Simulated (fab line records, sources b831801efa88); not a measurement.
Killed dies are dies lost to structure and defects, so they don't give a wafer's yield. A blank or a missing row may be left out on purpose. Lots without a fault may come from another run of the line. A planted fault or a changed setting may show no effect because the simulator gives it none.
fab line records | flow gf180mcu
record lots=24 wafers=72 last_day=34
route steps=602 shown HV_LDD@214 V2@387 V3@447 M4@472 M5@533
lots that met no fault: from a run of the same line without faults
start_h: hours from the record's first day to the start of the lot's first wafer shown | wait_h: hours since the lot's step before | " the same as in the row above | L1.1+2: a row that stands for several wafers | - no value, or no start given | * or withheld: withheld | < > ~ a bound
route shown NAME@n: a module of which the file shows steps, and the number in the route of the first | usual: mean/standard deviation of fault-free wafers | same: alike in all rows | chamber/n: place in a boat | sites: the reading at each site | _std_site: their standard deviation | _edge_site: outer sites' mean less inner sites' | radius_mm: how far each site lies from the wafer's centre | mask NAME#n: copy n | behind: the tool/chamber that last shaped the wafer | hold: why the lot was held/for how many hours/how that ended | device: the transistor (n, p or np) that didn't switch | end of line: the same wafers' tests at the end of the route | a step without rows: its recipe alone | killed: dies lost to structure and defects at the first sort, not the wafer's yield | map: a wafer's dies, x killed, . not, _ none there
set.NAME: the setting as run; set.NAME@STEP: as run at that earlier step | model.NAME: the simulator's own value behind a step, which no gauge read
steps of the route over a sample of lots; a table a step, a row a wafer
services: from which hour (start_h, from the record's first day; less than 0 if before it) a tool's chamber was out of use, for how many hours, and why
## steps
# step GF_HV_LDD_TW_MEAS_38
# usual HV_LDD_3_TW=1444/17
# columns lot.wafer tool chamber start_h wait_h HV_LDD_3_TW
L074.3 film_metro-04 - 251.57 0.1 1423
L074.4 " - " " 1413
L074.6 " - " " 1414
L075.4 film_metro-01 - 264.08 0.1 1475
L075.5 " - " " 1473
L075.6 " - " " 1468
L076.1 film_metro-02 - 269.38 0.1 1440
L076.2 " - " " 1443
L076.4 " - " " 1451
L077.3 film_metro-04 - 280.02 0.1 1429
L077.5 " - " " 1427
L077.6 " - " " 1429
L078.2 film_metro-04 - 285.59 0.1 1429
L078.4 " - " " 1430
L078.5 " - " " 1431
L079.1 film_metro-01 - 297.30 0.1 1458
L079.2 " - " " 1455
L079.3 " - " " 1462
L080.2 film_metro-01 - 300.26 0.1 1458
L080.3 " - " " 1460
L080.4 " - " " 1454
L081.1 film_metro-01 - 315.85 0.1 1456
L081.5 " - " " 1462
L081.6 " - " " 1461
L082.2 film_metro-01 - 318.20 0.1 1466
L082.3 " - " " 1457
L082.5 " - " " 1462
L083.1 film_metro-01 - 326.55 0.1 1460
L083.5 " - " " 1467
L083.6 " - " " 1465
L084.1 film_metro-01 - 332.65 0.1 1468
L084.2 " - " " 1462
L084.5 " - " " 1462
L085.3 film_metro-02 - 343.76 0.1 1445
L085.4 " - " " 1447
L085.5 " - " " 1447
L086.1 film_metro-04 - 351.98 0.1 1429
L086.3 " - " " 1426
L086.6 " - " " 1426
L087.1 film_metro-04 - 361.24 0.1 1427
L087.2 " - " " 1422
L087.6 " - " " 1422
L088.1 film_metro-01 - 364.88 0.1 1474
L088.2 " - " " 1467
L088.5 " - " " 1462
L089.2 film_metro-02 - 369.76 0.1 1443
L089.3 " - " " 1447
L089.5 " - " " 1449
L090.1 film_metro-04 - 378.75 0.1 1415
L090.4 " - " " 1422
L090.6 " - " " 1423
L091.1 film_metro-04 - 388.78 0.1 1437
L091.4 " - " " 1434
L091.6 " - " " 1436
L092.2 film_metro-04 - 399.50 0.1 1435
L092.4 " - " " 1429
L092.6 " - " " 1432
L093.1 film_metro-02 - 411.68 0.1 1442
L093.3 " - " " 1443
L093.4 " - " " 1446
L094.1 film_metro-04 - 411.98 0.1 1437
L094.2 " - " " 1434
L094.5 " - " " 1439
L095.1 film_metro-02 - 420.39 0.1 1439
L095.4 " - " " 1446
L095.5 " - " " 1441
L096.2 film_metro-02 - 431.45 0.1 1448
L096.3 " - " " 1446
L096.4 " - " " 1440
L097.2 film_metro-04 - 437.80 0.1 1431
L097.4 " - " " 1431
L097.5 " - " " 1431
# step GF_V2_BOW_MEAS_05
# recipe mode=bow
# usual V2_BOW=100/8.1
# columns lot.wafer tool chamber start_h wait_h V2_BOW[um]
L074.3 film_metro-01 - 434.53 0.2 103
L074.4 " - " " 99
L074.6 " - " " 104
L075.4 film_metro-02 - 454.09 0.3 108
L075.5 " - " " 99
L075.6 " - " " 90
L076.1 film_metro-02 - 457.38 0.1 108
L076.2 " - " " 97
L076.4 " - " " 109
L077.3 film_metro-04 - 470.03 0.3 106
L077.5 " - " " 106
L077.6 " - " " 114
L078.2 film_metro-04 - 477.80 0.2 104
L078.4 " - " " 112
L078.5 " - " " 97
L079.1 film_metro-04 - 488.68 0.2 91
L079.2 " - " " 76
L079.3 " - " " 79
L080.2 film_metro-04 - 494.69 0.1 100
L080.3 " - " " 106
L080.4 " - " " 96
L081.1 film_metro-01 - 511.00 0.1 108
L081.5 " - " " 107
L081.6 " - " " 99
L082.2 film_metro-04 - 512.49 0.3 88
L082.3 " - " " 107
L082.5 " - " " 94
L083.1 film_metro-01 - 522.00 0.2 90
L083.5 " - " " 112
L083.6 " - " " 92
L084.1 film_metro-01 - 529.31 0.2 97
L084.2 " - " " 97
L084.5 " - " " 102
L085.3 film_metro-01 - 540.13 0.2 123
L085.4 " - " " 98
L085.5 " - " " 102
L086.1 film_metro-04 - 550.17 0.2 102
L086.3 " - " " 102
L086.6 " - " " 104
L087.1 film_metro-04 - 560.53 0.1 100
L087.2 " - " " 103
L087.6 " - " " 102
L088.1 film_metro-04 - 564.53 0.1 109
L088.2 " - " " 105
L088.5 " - " " 93
L089.2 film_metro-04 - 568.34 0.1 97
L089.3 " - " " 110
L089.5 " - " " 107
L090.1 film_metro-02 - 578.95 0.2 84
L090.4 " - " " 95
L090.6 " - " " 101
L091.1 film_metro-04 - 586.59 0.2 86
L091.4 " - " " 97
L091.6 " - " " 98
L092.2 film_metro-02 - 596.49 0.1 79
L092.4 " - " " 107
L092.6 " - " " 102
L093.1 film_metro-01 - 607.82 0.1 103
L093.3 " - " " 103
L093.4 " - " " 91
L094.1 film_metro-01 - 608.77 0.2 102
L094.2 " - " " 110
L094.5 " - " " 98
L095.1 film_metro-04 - 613.21 0.2 85
L095.4 " - " " 105
L095.5 " - " " 93
L096.2 film_metro-02 - 625.26 0.2 111
L096.3 " - " " 99
L096.4 " - " " 101
L097.2 film_metro-02 - 633.90 0.3 107
L097.4 " - " " 108
L097.5 " - " " 105
# step GF_V3_STRIP_18
# recipe chemistry=O2/N2 power_w=1400 pressure_mtorr=1500 platen_temp_c=250 o2_flow_sccm=3000 n2_flow_sccm=300 overash_fraction=0.5
# usual drypump_motor_current_A=6.1/0.34 heater_power_w=347/33 oes_product_au=0.592/0.0047
# columns lot.wafer tool chamber start_h wait_h drypump_motor_current_A heater_power_w oes_product_au rf_hours_counter_h
L074.3 plasma_asher-04 1 509.59 - 6.5 345 0.588 -
L074.4 " 0 " " 6.0 301 0.585 -
L074.6 " 1 " " 6.4 341 0.591 -
L075.4 plasma_asher-04 1 528.30 - 6.4 349 0.592 -
L075.5 " 0 " " 6.1 297 0.592 -
L075.6 " 1 " " 6.5 336 0.584 -
L076.1 plasma_asher-02 0 531.44 - 6.3 338 0.595 91
L076.2 " 1 " " 6.2 341 0.594 91
L076.4 " 1 " " 6.2 326 0.589 -
L077.3 plasma_asher-04 0 543.84 - 6.0 300 0.583 -
L077.5 " 0 " " 6.0 296 0.581 -
L077.6 " 1 " " 6.4 332 0.582 -
L078.2 plasma_asher-03 1 550.79 - 5.9 390 0.598 67
L078.4 " 0 " " 5.4 382 0.594 -
L078.5 " 1 " " 5.9 400 0.593 -
L079.1 plasma_asher-02 0 561.54 - 6.4 343 0.596 95
L079.2 " 1 " " 6.2 339 0.588 95
L079.3 " 0 " " 6.3 336 0.604 -
L080.2 plasma_asher-03 1 566.02 - 5.9 391 0.587 69
L080.3 " 1 " " 5.9 400 0.596 -
L080.4 " 0 " " 5.4 382 0.590 -
L081.1 plasma_asher-02 1 581.40 - 6.2 339 0.591 96
L081.5 " 1 " " 6.2 330 0.595 -
L081.6 " 0 " " 6.4 330 0.600 -
L082.2 plasma_asher-03 0 582.97 - 5.4 375 0.593 71
L082.3 " 1 " " 5.9 392 0.596 -
L082.5 " 0 " " 5.4 376 0.597 -
L083.1 plasma_asher-03 0 592.12 - 5.5 373 0.596 72
L083.5 " 0 " " 5.4 381 0.585 -
L083.6 " 1 " " 5.9 393 0.592 -
L084.1 plasma_asher-02 0 598.25 - 6.4 342 0.588 98
L084.2 " 1 " " 6.2 339 0.595 98
L084.5 " 1 " " 6.3 330 0.591 -
L085.3 plasma_asher-04 0 607.90 - 6.0 289 0.590 -
L085.4 " 1 " " 6.5 340 0.585 -
L085.5 " 1 " " 6.4 350 0.589 -
L086.1 plasma_asher-03 1 617.72 - 5.9 393 0.596 74
L086.3 " 0 " " 5.4 381 0.597 -
L086.6 " 0 " " 5.4 375 0.592 -
L087.1 plasma_asher-02 1 628.15 - 6.2 336 0.591 101
L087.2 " 0 " " 6.3 342 0.588 101
L087.6 " 0 " " 6.3 335 0.600 -
L088.1 plasma_asher-04 1 630.59 - 6.5 341 0.592 54
L088.2 " 0 " " 6.0 293 0.589 54
L088.5 " 0 " " 6.0 302 0.594 -
L089.2 plasma_asher-04 0 634.74 - 6.0 298 0.589 54
L089.3 " 1 " " 6.5 335 0.592 -
L089.5 " 0 " " 6.0 297 0.593 -
L090.1 plasma_asher-04 1 644.44 - 6.4 331 0.586 55
L090.4 " 1 " " 6.4 333 0.598 -
L090.6 " 1 " " 6.4 341 0.589 -
L091.1 plasma_asher-03 0 651.32 - 5.4 376 0.591 78
L091.4 " 0 " " 5.4 378 0.591 -
L091.6 " 0 " " 5.4 372 0.584 -
L092.2 plasma_asher-02 0 660.84 - 6.3 343 0.592 105
L092.4 " 1 " " 6.2 336 0.591 -
L092.6 " 1 " " 6.2 335 0.591 -
L093.1 plasma_asher-04 0 671.29 - 6.1 295 0.585 58
L093.3 " 0 " " 6.1 293 0.589 -
L093.4 " 1 " " 6.4 338 0.594 -
L094.1 plasma_asher-02 1 673.44 - 6.3 334 0.593 106
L094.2 " 0 " " 6.3 335 0.596 106
L094.5 " 0 " " 6.4 342 0.588 -
L095.1 plasma_asher-03 1 676.39 - 5.8 403 0.592 80
L095.4 " 1 " " 5.8 398 0.590 -
L095.5 " 0 " " 5.4 386 0.600 -
L096.2 plasma_asher-03 0 687.49 - 5.4 376 0.591 81
L096.3 " 1 " " 5.9 389 0.584 -
L096.4 " 0 " " 5.4 384 0.587 -
L097.2 plasma_asher-02 0 695.74 - 6.3 333 0.590 109
L097.4 " 0 " " 6.3 337 0.580 -
L097.5 " 1 " " 6.2 340 0.589 -
# step GF_V3_SPUTTER_21
# recipe material=Ti target_thk_nm=15 chamber_pressure_pa=5 power_w=2500 substrate_temp_c=200 time_s=80.02
# usual throttle_valve_pct=29.9/1.3
# columns lot.wafer tool chamber start_h wait_h throttle_valve_pct
L074.3 pvd_sputter-01 - 510.09 0.0 29.6
L074.4 " - " " 32.2
L074.6 " - " " 29.1
L075.4 pvd_sputter-03 - 528.86 0.0 29.4
L075.5 " - " " 31.6
L075.6 " - " " 31.0
L076.1 pvd_sputter-03 - 531.99 0.0 28.7
L076.2 " - " " 28.1
L076.4 " - " " 31.8
L077.3 pvd_sputter-02 - 544.34 0.0 31.1
L077.5 " - " " 30.4
L077.6 " - " " 30.0
L078.2 pvd_sputter-01 - 551.33 0.0 28.4
L078.4 " - " " 29.5
L078.5 " - " " 29.1
L079.1 pvd_sputter-03 - 562.11 0.0 31.6
L079.2 " - " " 30.7
L079.3 " - " " 28.8
L080.2 pvd_sputter-03 - 566.55 0.0 29.0
L080.3 " - " " 28.2
L080.4 " - " " 30.7
L081.1 pvd_sputter-01 - 581.94 0.0 28.7
L081.5 " - " " 28.7
L081.6 " - " " 32.2
L082.2 pvd_sputter-01 - 583.50 0.0 29.5
L082.3 " - " " 32.1
L082.5 " - " " 32.1
L083.1 pvd_sputter-03 - 592.66 0.0 30.7
L083.5 " - " " 29.0
L083.6 " - " " 32.0
L084.1 pvd_sputter-01 - 598.78 0.0 29.3
L084.2 " - " " 28.6
L084.5 " - " " 29.3
L085.3 pvd_sputter-02 - 608.43 0.0 30.0
L085.4 " - " " 28.9
L085.5 " - " " 30.0
L086.1 pvd_sputter-01 - 618.26 0.0 31.9
L086.3 " - " " 29.0
L086.6 " - " " 28.4
L087.1 pvd_sputter-01 - 628.72 0.0 29.4
L087.2 " - " " 28.2
L087.6 " - " " 32.2
L088.1 pvd_sputter-02 - 631.16 0.0 30.1
L088.2 " - " " 31.3
L088.5 " - " " 29.2
L089.2 pvd_sputter-03 - 635.34 0.0 31.7
L089.3 " - " " 28.7
L089.5 " - " " 28.6
L090.1 pvd_sputter-03 - 645.01 0.0 31.7
L090.4 " - " " 30.9
L090.6 " - " " 31.7
L091.1 pvd_sputter-01 - 651.85 0.0 31.9
L091.4 " - " " 29.4
L091.6 " - " " 29.4
L092.2 pvd_sputter-03 - 661.37 0.0 28.3
L092.4 " - " " 31.8
L092.6 " - " " 28.8
L093.1 pvd_sputter-01 - 671.92 0.0 29.3
L093.3 " - " " 29.4
L093.4 " - " " 28.5
L094.1 pvd_sputter-03 - 674.06 0.0 28.5
L094.2 " - " " 30.8
L094.5 " - " " 31.8
L095.1 pvd_sputter-01 - 677.02 0.0 28.5
L095.4 " - " " 32.0
L095.5 " - " " 28.3
L096.2 pvd_sputter-03 - 688.03 0.0 31.9
L096.3 " - " " 28.5
L096.4 " - " " 28.8
L097.2 pvd_sputter-01 - 696.31 0.0 29.3
L097.4 " - " " 31.8
L097.5 " - " " 29.4
# step GF_M4_METAL_ETCH_16
# recipe chemistry=Cl2/BCl3 mask_material=KrF target_depth_nm=627.5 stop_on=SiO2 pressure_mtorr=8 icp_w=800 bias_w=140 Cl2_flow_sccm=80 bcl3_flow_sccm=40 time_s=104.6
# usual drypump_motor_current_A=5.7/0.36 oes_product_au=0.969/0.0048 throttle_valve_pct=28.254/0.0095
# columns lot.wafer tool chamber start_h wait_h drypump_motor_current_A oes_product_au rf_hours_counter_h throttle_valve_pct
L074.3 rie_metal-04 0 534.65 0.1 5.6 0.976 - 28.254
L074.4 " 1 " " 5.9 0.973 - 28.260
L074.6 " 0 " " 5.6 0.975 - 28.247
L075.4 rie_metal-02 1 552.68 0.0 6.1 0.964 - 28.245
L075.5 " 1 " " 6.1 0.960 - 28.261
L075.6 " 0 " " 5.2 0.964 - 28.256
L076.1 rie_metal-02 0 556.44 0.0 5.2 0.964 10 28.247
L076.2 " 1 " " 6.1 0.976 8 28.246
L076.4 " 1 " " 6.1 0.978 - 28.252
L077.3 rie_metal-02 0 567.48 0.1 5.2 0.981 - 28.245
L077.5 " 1 " " 6.2 0.966 - 28.242
L077.6 " 0 " " 5.2 0.970 - 28.242
L078.2 rie_metal-03 1 573.59 0.0 5.6 0.964 11 28.262
L078.4 " 1 " " 5.6 0.967 - 28.268
L078.5 " 1 " " 5.6 0.967 - 28.267
L079.1 rie_metal-04 1 584.31 0.0 5.9 0.968 5 28.251
L079.2 " 0 " " 5.6 0.966 4 28.260
L079.3 " 0 " " 5.6 0.965 - 28.275
L080.2 rie_metal-02 1 589.39 0.0 6.1 0.976 9 28.269
L080.3 " 1 " " 6.2 0.971 - 28.277
L080.4 " 0 " " 5.2 0.975 - 28.239
L081.1 rie_metal-04 0 604.29 0.0 5.6 0.973 4 28.248
L081.5 " 0 " " 5.6 0.972 - 28.265
L081.6 " 1 " " 5.9 0.962 - 28.241
L082.2 rie_metal-04 1 605.56 0.0 5.9 0.970 5 28.241
L082.3 " 1 " " 5.9 0.967 - 28.234
L082.5 " 1 " " 5.9 0.974 - 28.252
L083.1 rie_metal-02 0 614.94 0.0 5.2 0.969 12 28.255
L083.5 " 0 " " 5.2 0.961 - 28.257
L083.6 " 1 " " 6.1 0.965 - 28.266
L084.1 rie_metal-02 1 620.54 0.0 6.2 0.966 10 28.246
L084.2 " 0 " " 5.2 0.963 12 28.242
L084.5 " 1 " " 6.1 0.964 - 28.258
L085.3 rie_metal-04 0 630.32 0.1 5.6 0.964 - 28.255
L085.4 " 1 " " 5.9 0.970 - 28.270
L085.5 " 1 " " 5.9 0.964 - 28.263
L086.1 rie_metal-02 0 638.99 0.0 5.2 0.957 13 28.274
L086.3 " 0 " " 5.2 0.971 - 28.261
L086.6 " 1 " " 6.2 0.961 - 28.271
L087.1 rie_metal-03 1 649.79 0.0 5.5 0.965 1 28.241
L087.2 " 0 " " 5.2 0.975 8 28.260
L087.6 " 0 " " 5.2 0.967 - 28.262
L088.1 rie_metal-04 1 652.71 0.0 5.9 0.969 7 28.242
L088.2 " 0 " " 5.6 0.966 6 28.250
L088.5 " 1 " " 5.9 0.971 - 28.252
L089.2 rie_metal-03 1 656.14 0.0 5.7 0.966 2 28.261
L089.3 " 1 " " 5.6 0.971 - 28.258
L089.5 " 1 " " 5.6 0.966 - 28.257
L090.1 rie_metal-04 1 665.69 0.0 5.9 0.969 7 28.249
L090.4 " 0 " " 5.6 0.972 - 28.244
L090.6 " 1 " " 5.9 0.967 - 28.247
L091.1 rie_metal-02 0 671.84 0.0 5.2 0.962 14 28.265
L091.4 " 1 " " 6.2 0.970 - 28.252
L091.6 " 1 " " 6.1 0.967 - 28.261
L092.2 rie_metal-03 0 680.79 0.0 5.3 0.968 9 28.259
L092.4 " 0 " " 5.3 0.974 - 28.253
L092.6 " 0 " " 5.2 0.974 - 28.256
L093.1 rie_metal-02 1 692.14 0.0 6.1 0.968 13 28.257
L093.3 " 1 " " 6.2 0.970 - 28.240
L093.4 " 1 " " 6.1 0.974 - 28.266
L094.1 rie_metal-03 0 693.94 0.0 5.2 0.969 10 28.257
L094.2 " 1 " " 5.6 0.960 3 28.260
L094.5 " 1 " " 5.6 0.973 - 28.248
L095.1 rie_metal-02 1 697.29 0.0 6.1 0.971 13 28.253
L095.4 " 1 " " 6.2 0.971 - 28.249
L095.5 " 1 " " 6.1 0.967 - 28.263
L096.2 rie_metal-02 1 707.59 0.0 6.2 0.970 14 28.234
L096.3 " 1 " " 6.2 0.964 - 28.255
L096.4 " 0 " " 5.2 0.963 - 28.243
L097.2 rie_metal-04 0 715.79 0.0 5.6 0.971 9 28.262
L097.4 " 0 " " 5.6 0.965 - 28.269
L097.5 " 0 " " 5.6 0.962 - 28.264
# step GF_M5_CD_MEAS_07
# recipe target_cd_nm=280
# usual cd_nm=279.9/1.1
# columns lot.wafer tool chamber start_h wait_h cd_nm
L074.3 cd_sem-01 - 603.82 0.1 280.0
L074.4 " - " " 279.9
L074.6 " - " " 279.4
L075.4 cd_sem-01 - 619.49 0.1 281.1
L075.5 " - " " 281.3
L075.6 " - " " 281.7
L076.1 cd_sem-01 - 624.33 0.1 278.8
L076.2 " - " " 279.0
L076.4 " - " " 278.9
L077.3 cd_sem-02 - 634.57 0.1 281.1
L077.5 " - " " 281.1
L077.6 " - " " 281.1
L078.2 cd_sem-01 - 638.28 0.1 281.0
L078.4 " - " " 281.2
L078.5 " - " " 279.5
L079.1 cd_sem-02 - 648.47 0.1 278.9
L079.2 " - " " 279.0
L079.3 " - " " 279.4
L080.2 cd_sem-01 - 653.39 0.1 280.5
L080.3 " - " " 278.7
L080.4 " - " " 280.0
L081.1 cd_sem-01 - 667.36 0.1 282.1
L081.5 " - " " 280.8
L081.6 " - " " 281.0
L082.2 cd_sem-02 - 670.20 0.1 281.0
L082.3 " - " " 281.5
L082.5 " - " " 281.5
L083.1 cd_sem-02 - 678.61 0.1 279.8
L083.5 " - " " 279.2
L083.6 " - " " 279.2
L084.1 cd_sem-02 - 682.66 0.1 279.0
L084.2 " - " " 279.1
L084.5 " - " " 278.9
L085.3 cd_sem-01 - 693.01 0.1 281.6
L085.4 " - " " 281.2
L085.5 " - " " 280.4
L086.1 cd_sem-02 - 700.53 0.1 278.7
L086.3 " - " " 279.1
L086.6 " - " " 279.6
L087.1 cd_sem-02 - 710.36 0.1 277.8
L087.2 " - " " 278.7
L087.6 " - " " 278.6
L088.1 cd_sem-02 - 713.56 0.1 279.3
L088.2 " - " " 280.4
L088.5 " - " " 280.6
L089.2 cd_sem-01 - 715.77 0.2 279.3
L089.3 " - " " 279.5
L089.5 " - " " 279.4
L090.1 cd_sem-02 - 724.18 0.1 279.7
L090.4 " - " " 280.1
L090.6 " - " " 279.3
L091.1 cd_sem-02 - 731.93 0.1 279.6
L091.4 " - " " 278.9
L091.6 " - " " 277.9
L092.2 cd_sem-01 - 738.43 0.1 279.1
L092.4 " - " " 279.9
L092.6 " - " " 279.7
L093.1 cd_sem-02 - 749.06 0.1 281.2
L093.3 " - " " 282.2
L093.4 " - " " 282.0
L094.1 cd_sem-02 - 750.68 0.1 279.7
L094.2 " - " " 278.7
L094.5 " - " " 278.9
L095.1 cd_sem-01 - 753.11 0.1 279.7
L095.4 " - " " 279.6
L095.5 " - " " 278.9
L096.2 cd_sem-02 - 763.43 0.1 281.1
L096.3 " - " " 279.7
L096.4 " - " " 280.3
L097.2 cd_sem-01 - 770.48 0.1 280.3
L097.4 " - " " 279.1
L097.5 " - " " 279.9
## services
# columns tool chamber start_h hours kind
pvd_sputter-03 3 504.29 - consumable_replace:kit
pvd_sputter-03 3 504.29 18.0 scheduled_down
pvd_sputter-03 3 504.29 18.0 vent_cycle
pvd_sputter-03 - 510.18 4.8 repair
pvd_sputter-03 - 510.98 2.2 repair
plasma_asher-04 - 547.54 18.9 repair
rie_metal-03 1 576.35 - clean
rie_metal-03 1 576.35 22.9 scheduled_down
rie_metal-03 1 576.35 22.9 vent_cycle
pvd_sputter-03 - 596.07 11.2 repair
pvd_sputter-02 2 628.34 - consumable_replace:kit
pvd_sputter-02 2 628.34 18.0 scheduled_down
pvd_sputter-01 - 643.68 2.7 repair
plasma_asher-04 - 655.33 2.8 pm
pvd_sputter-01 1 675.77 - consumable_replace:kit
pvd_sputter-01 1 675.77 18.0 scheduled_down
pvd_sputter-01 1 675.77 18.0 vent_cycle
rie_metal-02 0 679.20 - clean
rie_metal-02 0 679.20 22.0 scheduled_down
rie_metal-02 0 679.20 22.0 vent_cycle
plasma_asher-04 - 689.54 4.9 repair
rie_metal-04 1 690.01 2.2 repair
rie_metal-03 - 701.56 2.8 pm
plasma_asher-02 - 713.35 3.3 repair
## key
fault none
